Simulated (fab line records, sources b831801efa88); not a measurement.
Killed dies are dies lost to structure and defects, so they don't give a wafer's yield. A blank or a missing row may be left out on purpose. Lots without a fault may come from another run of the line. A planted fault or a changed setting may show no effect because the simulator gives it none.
fab line records | flow sky130
record lots=12 wafers=36 last_day=50
route steps=708 shown LOCAL_INTERCONNECT@398 CONTACT@409 VIA2@516 PAD_OPEN@708
lots that met no fault: from a run of the same line without faults
start_h: hours from the record's first day to the start of the lot's first wafer shown | wait_h: hours since the lot's step before | " the same as in the row above | L1.1+2: a row that stands for several wafers | - no value, or no start given | * or withheld: withheld | < > ~ a bound
route shown NAME@n: a module of which the file shows steps, and the number in the route of the first | usual: mean/standard deviation of fault-free wafers | same: alike in all rows | chamber/n: place in a boat | sites: the reading at each site | _std_site: their standard deviation | _edge_site: outer sites' mean less inner sites' | radius_mm: how far each site lies from the wafer's centre | mask NAME#n: copy n | behind: the tool/chamber that last shaped the wafer | hold: why the lot was held/for how many hours/how that ended | device: the transistor (n, p or np) that didn't switch | end of line: the same wafers' tests at the end of the route | a step without rows: its recipe alone | killed: dies lost to structure and defects at the first sort, not the wafer's yield | map: a wafer's dies, x killed, . not, _ none there
set.NAME: the setting as run; set.NAME@STEP: as run at that earlier step | model.NAME: the simulator's own value behind a step, which no gauge read
steps of the route over a sample of lots; a table a step, a row a wafer
services: from which hour (start_h, from the record's first day; less than 0 if before it) a tool's chamber was out of use, for how many hours, and why
## steps
# step SKY_LOCAL_INTERCONNECT_CD_MEAS_11
# recipe target_cd_nm=170
# usual cd_nm=169.9/1.3
# columns lot.wafer tool chamber start_h wait_h cd_nm
L319.1 cd_sem-01 - 700.23 - 170.7
L319.2 " - " " 169.8
L319.5 " - " " 168.7
L320.2 cd_sem-01 - 718.15 - 169.3
L320.4 " - " " 170.5
L320.5 " - " " 169.7
L321.1 cd_sem-01 - 726.34 - 170.4
L321.5 " - " " 170.5
L321.6 " - " " 168.5
L322.1 cd_sem-02 - 732.88 - 168.2
L322.3 " - " " 170.1
L322.5 " - " " 170.1
L323.1 cd_sem-02 - 743.68 - 171.7
L323.5 " - " " 172.3
L323.6 " - " " 170.8
L332.1 cd_sem-02 - 808.43 - 166.4
L332.2 " - " " 167.2
L332.3 " - " " 166.0
L333.1 cd_sem-01 - 822.37 - 171.8
L333.3 " - " " 171.1
L333.6 " - " " 170.5
L335.1 cd_sem-01 - 872.03 - 170.7
L335.3 " - " " 171.3
L335.6 " - " " 172.2
L337.1 cd_sem-01 - 872.68 - 169.7
L337.4 " - " " 170.6
L337.6 " - " " 169.7
L339.3 cd_sem-02 - 873.61 - 169.3
L339.4 " - " " 166.8
L339.5 " - " " 167.8
L341.1 cd_sem-02 - 876.68 - 168.0
L341.3 " - " " 169.2
L341.6 " - " " 168.2
L340.1 cd_sem-02 - 880.22 - 170.9
L340.2 " - " " 170.8
L340.3 " - " " 172.1
# step SKY_CONTACT_THK_MEAS_03
# recipe reads=SiO2_of_CONTACT_HDPCVD_02
# usual CONTACT_HDPCVD_THK=567/5.2
# columns lot.wafer tool chamber start_h wait_h CONTACT_HDPCVD_THK[nm]
L319.1 film_metro-02 - 701.26 0.0 577
L319.2 " - " " 567
L319.5 " - " " 566
L320.2 film_metro-01 - 719.21 0.0 567
L320.4 " - " " 559
L320.5 " - " " 560
L321.1 film_metro-03 - 727.36 0.0 576
L321.5 " - " " 572
L321.6 " - " " 573
L322.1 film_metro-02 - 733.93 0.0 574
L322.3 " - " " 570
L322.5 " - " " 559
L323.1 film_metro-03 - 744.71 0.0 570
L323.5 " - " " 573
L323.6 " - " " 574
L332.1 film_metro-02 - 809.47 0.0 576
L332.2 " - " " 558
L332.3 " - " " 573
L333.1 film_metro-03 - 823.47 0.0 571
L333.3 " - " " 561
L333.6 " - " " 563
L335.1 film_metro-01 - 873.06 0.0 569
L335.3 " - " " 556
L335.6 " - " " 558
L337.1 film_metro-02 - 873.72 0.0 575
L337.4 " - " " 578
L337.6 " - " " 568
L339.3 film_metro-03 - 874.64 0.1 573
L339.4 " - " " 571
L339.5 " - " " 568
L341.1 film_metro-03 - 877.71 0.0 570
L341.3 " - " " 575
L341.6 " - " " 572
L340.1 film_metro-01 - 881.25 0.0 566
L340.2 " - " " 567
L340.3 " - " " 562
# step SKY_CONTACT_ETCH_17
# recipe target=SiO2 chemistry=C4F8/O2/Ar stop_on=Si3N4 mask_material=KrF-thick source_w=1500 bias_w=1200 pressure_mtorr=40 c4f8_flow_sccm=withheld O2_flow_sccm=6 Ar_flow_sccm=300 time_s=withheld target_depth_a=3400
# usual oes_product_au=0.892/0.0048
# columns lot.wafer tool chamber start_h wait_h oes_product_au
L319.1 rie_diel-04 0 728.11 0.0 0.895
L319.2 " 2 " " 0.896
L319.5 " 0 " " 0.901
L320.2 rie_diel-01 2 747.37 0.0 0.894
L320.4 " 3 " " 0.900
L320.5 " 1 " " 0.899
L321.1 rie_diel-04 1 754.73 0.0 0.888
L321.5 " 0 " " 0.895
L321.6 " 3 " " 0.894
L322.1 rie_diel-04 2 762.11 0.0 0.892
L322.3 " 1 " " 0.892
L322.5 " 0 " " 0.889
L323.1 rie_diel-01 2 772.13 0.0 0.893
L323.5 " 1 " " 0.893
L323.6 " 2 " " 0.884
L332.1 rie_diel-04 3 836.77 0.0 0.892
L332.2 " 1 " " 0.894
L332.3 " 0 " " 0.884
L333.1 rie_diel-04 3 850.01 0.0 0.904
L333.3 " 1 " " 0.883
L333.6 " 0 " " 0.887
L335.1 rie_diel-04 0 900.61 0.0 0.898
L335.3 " 1 " " 0.893
L335.6 " 1 " " 0.891
L337.1 rie_diel-02 2 901.54 0.0 0.884
L337.4 " 1 " " 0.889
L337.6 " 1 " " 0.891
L339.3 rie_diel-02 1 902.23 0.0 0.896
L339.4 " 3 " " 0.881
L339.5 " 2 " " 0.883
L341.1 rie_diel-04 0 904.18 0.0 0.889
L341.3 " 2 " " 0.886
L341.6 " 3 " " 0.888
L340.1 rie_diel-02 3 907.61 0.0 0.890
L340.2 " 2 " " 0.894
L340.3 " 1 " " 0.888
# step SKY_VIA2_EXPOSE_09
# recipe mask_id=VIM2 na=0.8 source_shape=annular sigma_inner=0.55 sigma_outer=0.85 target_cd_nm=200 dose_mj=38
# same sigma_inner=0.55 sigma_outer=0.85
# columns lot.wafer tool chamber start_h wait_h mask
L319.1+2+5 krf_scanner-01 0 827.52 - VIM2#0
L320.2+4+5 krf_scanner-01 0 847.88 - VIM2#0
L321.1+5+6 krf_scanner-01 0 854.53 - VIM2#0
L322.1+3+5 krf_scanner-01 0 862.72 - VIM2#0
L323.1+5+6 krf_scanner-01 0 871.12 - VIM2#0
L332.1+2+3 krf_scanner-01 0 931.82 - VIM2#0
L333.1+3+6 krf_scanner-01 0 945.43 - VIM2#0
L335.1+3+6 krf_scanner-01 0 991.09 - VIM2#0
L337.1+4+6 krf_scanner-02 0 992.43 - VIM2#0
L339.3+4+5 krf_scanner-02 0 993.20 - VIM2#0
L341.1+3+6 krf_scanner-02 0 996.28 - VIM2#0
L340.1+2+3 krf_scanner-01 0 999.55 - VIM2#0
# step SKY_VIA2_CD_MEAS_12
# recipe target_cd_nm=200
# usual cd_nm=199.7/1.3
# columns lot.wafer tool chamber start_h wait_h cd_nm
L319.1 cd_sem-02 - 841.67 - 198.4
L319.2 " - " " 198.3
L319.5 " - " " 199.0
L320.2 cd_sem-01 - 861.10 - 199.9
L320.4 " - " " 200.7
L320.5 " - " " 200.4
L321.1 cd_sem-01 - 868.27 - 198.2
L321.5 " - " " 199.6
L321.6 " - " " 200.4
L322.1 cd_sem-02 - 874.89 - 187.9
L322.3 " - " " 184.7
L322.5 " - " " 156.1
L323.1 cd_sem-02 - 882.97 - 167.0
L323.5 " - " " 161.9
L323.6 " - " " 195.0
L332.1 cd_sem-02 - 944.63 - 200.0
L332.2 " - " " 199.7
L332.3 " - " " 199.1
L333.1 cd_sem-01 - 956.50 - 200.7
L333.3 " - " " 200.2
L333.6 " - " " 200.4
L335.1 cd_sem-02 - 1002.97 - 200.8
L335.3 " - " " 199.4
L335.6 " - " " 199.4
L337.1 cd_sem-01 - 1003.98 - 199.6
L337.4 " - " " 197.9
L337.6 " - " " 197.8
L339.3 cd_sem-02 - 1004.37 - 199.5
L339.4 " - " " 199.5
L339.5 " - " " 199.1
L341.1 cd_sem-02 - 1006.92 - 198.7
L341.3 " - " " 200.1
L341.6 " - " " 200.9
L340.1 cd_sem-01 - 1009.68 - 199.0
L340.2 " - " " 198.8
L340.3 " - " " 200.0
# step SKY_PAD_OPEN_PROBE_99
# usual defect_limited_yield=82.8/1.7 killed_at_M0_to_M3=43/6.2 killed_at_M4_up=2.8/1.7 killed_at_contacts=24/4.8 killed_at_front_end=15/4.3 killed_at_other=0.3/0.55 killed_dies=85/8.4 killed_on_rim=17/3.8 killed_open=46/6.7 killed_short=38/6.2 sort_bin_3_pad_short=0.9/0.46 sort_bin_5_function=10.2/1.3 sort_bin_6_memory=6.1/0.9 sort_n_pass=407/8.4 sort_yield_pct=82.8/1.7
# same gross_dies=492 killed_at_back_side=0 sort_bin_4_leakage[%]=0 sort_bin_8_speed[%]=0
# columns lot.wafer tool chamber start_h wait_h defect_limited_yield[%] killed_at_M0_to_M3 killed_at_M4_up killed_at_contacts killed_at_front_end killed_at_other killed_dies killed_on_rim killed_open killed_short sort_bin_3_pad_short[%] sort_bin_5_function[%] sort_bin_6_memory[%] sort_n_pass sort_yield_pct[%]
L322.1 prober-01 - 1097.33 0.1 82.5 33 4 20 29 0 86 14 41 44 1.4 10.4 5.7 406 82.5
L322.3 prober-01 - 1097.43 0.2 80.9 48 4 30 12 0 94 27 48 46 0.8 13.2 5.1 398 80.9
L322.5 prober-01 - 1097.53 0.2 18.1 362 5 24 11 1 403 50 45 40 1.2 75.0 5.7 89 18.1
L323.1 prober-02 - 1102.14 0.1 62.0 156 1 20 10 0 187 10 38 36 0.4 32.3 5.3 305 62.0
L323.5 prober-02 - 1102.34 0.2 26.2 324 1 26 12 0 363 42 43 44 0.8 67.9 5.1 129 26.2
L323.6 prober-02 - 1102.39 0.2 80.9 56 3 25 10 0 94 16 55 39 0.8 12.6 5.7 398 80.9
L337.1 prober-01 - 1193.59 0.1 82.3 33 6 29 19 0 87 19 46 41 0.8 11.0 5.9 405 82.3
L337.4 prober-01 - 1193.74 0.2 84.1 47 1 18 12 0 78 14 51 27 0.4 9.6 5.9 414 84.1
L337.6 prober-01 - 1193.84 0.2 82.7 48 4 13 19 1 85 17 49 35 1.2 10.8 5.3 407 82.7
L341.1 prober-01 - 1197.93 0.1 82.7 31 3 33 17 1 85 13 45 40 1.0 9.1 7.1 407 82.7
L341.3 prober-01 - 1198.03 0.2 80.7 50 1 28 16 0 95 17 50 45 0.8 11.8 6.7 397 80.7
L341.6 prober-01 - 1198.18 0.2 83.5 39 0 30 11 1 81 11 50 31 0.8 11.6 4.1 411 83.5
L340.1 prober-01 - 1202.80 0.1 81.3 52 5 21 14 0 92 16 48 44 1.0 10.2 7.5 400 81.3
L340.2 prober-01 - 1202.85 0.1 84.3 47 1 16 13 0 77 19 40 37 0.6 10.0 5.1 415 84.3
L340.3 prober-01 - 1202.90 0.2 80.3 45 4 26 22 0 97 18 55 42 1.2 13.2 5.3 395 80.3
# killed by level:class
L322.1 FIELD_ISO:geometric_particle:short=12 POLY_GATE:geometric_particle:open=9 VIA1:geometric_particle:open=8 CONTACT:geometric_particle:open=6 VIA3:geometric_particle:open=6 METAL2:geometric_particle:short=5 LI_CONTACT:geometric_particle:open=5 CONTACT:geometric_particle:short=5
L322.3 CONTACT:geometric_particle:open=12 CONTACT:geometric_particle:short=10 VIA1:geometric_particle:open=10 FIELD_ISO:geometric_particle:open=7 VIA2:geometric_particle:open=7 METAL2:geometric_particle:short=7 VIA1:geometric_particle:short=6 METAL3:geometric_particle:short=4
L322.5 VIA2:area_expose=318 VIA1:geometric_particle:open=12 CONTACT:geometric_particle:open=8 METAL1:geometric_particle:short=6 VIA3:geometric_particle:open=6 LI_CONTACT:geometric_particle:open=5 LOCAL_INTERCONNECT:geometric_particle:short=5 CONTACT:geometric_particle:short=5
L323.1 VIA2:area_expose=113 METAL2:geometric_particle:short=9 CONTACT:geometric_particle:open=8 VIA1:geometric_particle:open=8 VIA2:geometric_particle:open=6 LI_CONTACT:geometric_particle:open=5 POLY_GATE:geometric_particle:short=5 VIA1:geometric_particle:short=5
L323.5 VIA2:area_expose=276 VIA1:geometric_particle:open=13 METAL1:geometric_particle:short=10 VIA2:geometric_particle:open=8 CONTACT:geometric_particle:short=8 LI_CONTACT:geometric_particle:open=6 CONTACT:geometric_particle:open=6 FIELD_ISO:geometric_particle:short=5
L323.6 VIA1:geometric_particle:open=13 VIA2:geometric_particle:open=11 CONTACT:geometric_particle:open=10 METAL2:geometric_particle:short=8 LI_CONTACT:geometric_particle:open=7 POLY_GATE:geometric_particle:short=5 VIA3:geometric_particle:open=5 METAL1:geometric_particle:short=5
L337.1 LI_CONTACT:geometric_particle:open=10 CONTACT:geometric_particle:open=7 METAL1:geometric_particle:short=7 VIA3:geometric_particle:open=7 VIA1:geometric_particle:open=6 CONTACT:geometric_particle:short=5 METAL4:geometric_particle:short=5 FIELD_ISO:geometric_particle:open=4
L337.4 VIA1:geometric_particle:open=13 VIA3:geometric_particle:open=8 LI_CONTACT:geometric_particle:open=7 CONTACT:geometric_particle:open=6 VIA2:geometric_particle:open=5 POLY_GATE:geometric_particle:short=4 METAL1:geometric_particle:short=4 METAL1:geometric_particle:open=4
L337.6 VIA3:geometric_particle:open=10 VIA1:geometric_particle:open=7 VIA2:geometric_particle:open=5 CONTACT:geometric_particle:open=5 FIELD_ISO:geometric_particle:short=4 POLY_GATE:geometric_particle:short=4 LI_CONTACT:geometric_particle:open=4 VIA2:geometric_particle:short=4
L341.1 LI_CONTACT:geometric_particle:open=9 CONTACT:geometric_particle:open=8 VIA1:geometric_particle:short=5 POLY_GATE:geometric_particle:open=5 CONTACT:geometric_particle:short=5 METAL1:geometric_particle:short=5 VIA1:geometric_particle:open=5 POLY_GATE:geometric_particle:short=4
L341.3 LI_CONTACT:geometric_particle:open=10 VIA1:geometric_particle:open=9 POLY_GATE:geometric_particle:open=8 METAL1:geometric_particle:short=8 VIA1:geometric_particle:short=8 CONTACT:geometric_particle:short=7 CONTACT:geometric_particle:open=5 METAL2:geometric_particle:short=5
L341.6 CONTACT:geometric_particle:open=14 VIA1:geometric_particle:open=11 LI_CONTACT:geometric_particle:open=7 VIA3:geometric_particle:open=7 FIELD_ISO:geometric_particle:short=6 VIA2:geometric_particle:open=5 LOCAL_INTERCONNECT:geometric_particle:short=4 METAL1:geometric_particle:short=4
L340.1 VIA1:geometric_particle:open=11 LI_CONTACT:geometric_particle:open=7 VIA2:geometric_particle:open=7 VIA3:geometric_particle:open=7 CONTACT:geometric_particle:open=6 VIA2:geometric_particle:short=6 METAL2:geometric_particle:short=6 CONTACT:geometric_particle:short=5
L340.2 VIA3:geometric_particle:open=9 VIA1:geometric_particle:open=7 CONTACT:geometric_particle:short=6 METAL1:geometric_particle:short=6 VIA2:geometric_particle:open=6 FIELD_ISO:geometric_particle:open=5 LI_CONTACT:geometric_particle:open=5 METAL2:geometric_particle:short=5
L340.3 CONTACT:geometric_particle:open=13 VIA1:geometric_particle:open=11 VIA1:geometric_particle:short=9 POLY_GATE:geometric_particle:short=7 POLY_GATE:geometric_particle:open=6 LI_CONTACT:geometric_particle:open=6 VIA3:geometric_particle:open=5 FIELD_ISO:geometric_particle:open=4
## services
# columns tool chamber start_h hours kind
rie_diel-04 1 711.31 4.9 repair
rie_diel-02 3 720.30 4.8 repair
rie_diel-04 2 733.94 4.7 repair
krf_scanner-02 - 738.01 1.3 pm
krf_scanner-01 - 743.31 1.0 pm
krf_scanner-02 - 747.04 1.0 pm
krf_scanner-01 - 767.21 0.8 pm
krf_scanner-02 - 794.75 0.8 pm
krf_scanner-01 - 806.13 1.3 pm
krf_scanner-02 - 826.63 1.7 repair
rie_diel-04 2 831.20 14.3 repair
rie_diel-02 2 857.07 6.9 repair
rie_diel-02 0 876.60 14.4 repair
rie_diel-02 3 896.88 4.8 repair
rie_diel-02 - 908.70 4.3 pm
krf_scanner-02 - 910.08 36.0 pm
krf_scanner-01 - 941.11 1.0 pm
krf_scanner-02 - 946.08 1.3 pm
krf_scanner-02 - 947.38 1.0 pm
krf_scanner-01 - 948.38 0.8 pm
krf_scanner-01 - 952.83 0.3 repair
rie_diel-04 - 968.93 0.8 repair
krf_scanner-01 - 979.85 0.4 repair
krf_scanner-01 - 981.93 1.3 pm
## key
first_sign step=SKY_VIA2_CD_MEAS_12 reading=cd_nm direction=down sigmas=19 usual=199.7 struck=175.4
effect step=SKY_PAD_OPEN_PROBE_99 reading=killed_at_M0_to_M3 direction=up sigmas=19 usual=43 struck=163 wafers_moved=3
more_kills_born_at SKY_VIA2_EXPOSE_09@krf_scanner-01=707
met_at SKY_VIA2_EXPOSE_09
struck_lots L322,L323
later_rows_left_out L322.5,L323.5
not_acting_at SKY_LOCAL_INTERCONNECT_CD_MEAS_11,SKY_CONTACT_THK_MEAS_03,SKY_CONTACT_ETCH_17
onset_between 854.53 862.72
fault kind=process_parameter_drift tool=krf_scanner-01 chamber=- onset_h=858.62 steps=SKY_VIA2_EXPOSE_09 channel=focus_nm offset=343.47 spread_by_wafer=0.3 shape=step end_h=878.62
# later_rows_left_out: the simulator's readings of these wafers behind a module that went badly wrong aren't trusted and aren't shown, but for the sort
